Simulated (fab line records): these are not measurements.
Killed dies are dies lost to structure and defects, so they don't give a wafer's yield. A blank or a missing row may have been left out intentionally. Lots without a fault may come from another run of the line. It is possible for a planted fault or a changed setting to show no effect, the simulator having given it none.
Comparing a struck lot with a sound one | flow gf180mcu | 15 steps out of a route of 602
Sound: these wafers, L263.1, L263.4, L263.6. Wafers L266.3, L266.4, L266.5 were the ones struck. The cause is named last.
For every step that has rows: the tool of each side, followed by ch and its chambers, followed by its first start. Under that, the readings that differ: sound wafers | struck wafers | difference of the means | sigmas: that difference in standard deviations of wafers without a fault.
alike: readings whose means differ by less than 2 such deviations, and words and numbers that are the same on both sides. not compared: withheld readings, readings that some wafer has no value for, bounds like >300 that may hide the same value, and numbers for which the record gives no deviation and whose values overlap.
Wherever a step has rows on one side only, a row that says differs or no value, or a row with sigmas, the two part there. Numbers that don't overlap but have no deviation are shown without sigmas and don't part them. Lack of a reading on every wafer of one side parts them only where that side has two or more wafers.

first, 9 steps without rows for these wafers: GF_MIM_STRIP_21 (strips in post etch residue remover, time 1200 s); GF_MIM_CLEAN_22 (cleans in DIW); GF_M5_DEHYDRATE_00 (time 60 s); GF_M5_HMDS_01 (prime time 60 s); GF_M5_COAT_02 (resist thk 1000 nm); GF_M5_SOFTBAKE_03 (time 60 s); GF_M5_EXPOSE_04 (exposes mask Metal5, target cd 280 nm); GF_M5_PEB_05 (peb time 90 s); GF_M5_DEVELOP_06 (develop time 60 s).
GF_M5_CD_MEAS_07: the cd target is 280 nm.
  struck on cdSem-02, day 27 15:28; sound on cdSem-02, day 26 05:12
reading   | sound             | struck            | difference | sigmas
cdNm (nm) | 280.8 283.2 282.1 | 279.2 280.3 280.4 | -2.1       | -2
GF_M5_OVL_MEAS_08:
  struck on overlay-01, day 27 15:34; sound on overlay-02, day 26 05:19
  alike: M5_OVL
GF_M5_ETCH_09: etches Si3N4 in CF4/O2, target depth 52 nm, time 11.6 s.
  sound on rieDiel-02 ch 0,2,3, day 26 05:21; struck on rieDiel-02 ch 0,1, day 27 15:35
  alike: O2_flow_sccm, biasW, chamberPressureMTorr, drypumpMotorCurrentA, oesProductAu, rfFwdPowerW, throttleValvePct
  not compared: rfHoursCounterH
GF_M5_METAL_ETCH_10: etches the open film in Cl2/BCl3, stops on SiO2, target depth 627.5 nm, time 104.6 s.
  sound on rieMetal-01 ch 1, day 26 05:23; struck on rieMetal-02 ch 0,1, day 27 15:39
  no value came back on the struck wafers for any of 7 readings (bcl3FlowSccm (sccm), biasW (W) and others); on the sound wafers bcl3FlowSccm (sccm) reads 39.89 40.04 39.93
reading                            | sound             | struck            | difference | sigmas
model.KrF_of_M5_COAT_02.thkNm (nm) | 700.3 700.7 698.7 | 948.5 948.7 949.2 | +248.9     | 
  not compared: rfHoursCounterH
GF_M5_STRIP_11: strips in O2/N2.
  sound on plasmaAsher-04 ch 0,1, day 26 05:36; struck on plasmaAsher-04 ch 0,1, day 27 15:45
reading                  | sound             | struck            | difference | sigmas
oesProductAu (a.u.)      | 0.538 0.543 0.536 | 0.648 0.637 0.644 | +0.104     | +22
stripTimeToEndpointS (s) | 7.53 7.53 7.53    | 9.94 9.94 9.95    | +2.41      | +57
  alike: chamberPressureMTorr, drypumpMotorCurrentA, heaterPowerW
  not compared: rfHoursCounterH
then, 1 step without rows for these wafers: GF_M5_STRIP_12 (strips in post etch residue remover, time 1200 s).

== WHERE THEY PART ==
Earliest at GF_M5_CD_MEAS_07; latest, in this record, at GF_M5_STRIP_11.

WHY: what the simulator had put in
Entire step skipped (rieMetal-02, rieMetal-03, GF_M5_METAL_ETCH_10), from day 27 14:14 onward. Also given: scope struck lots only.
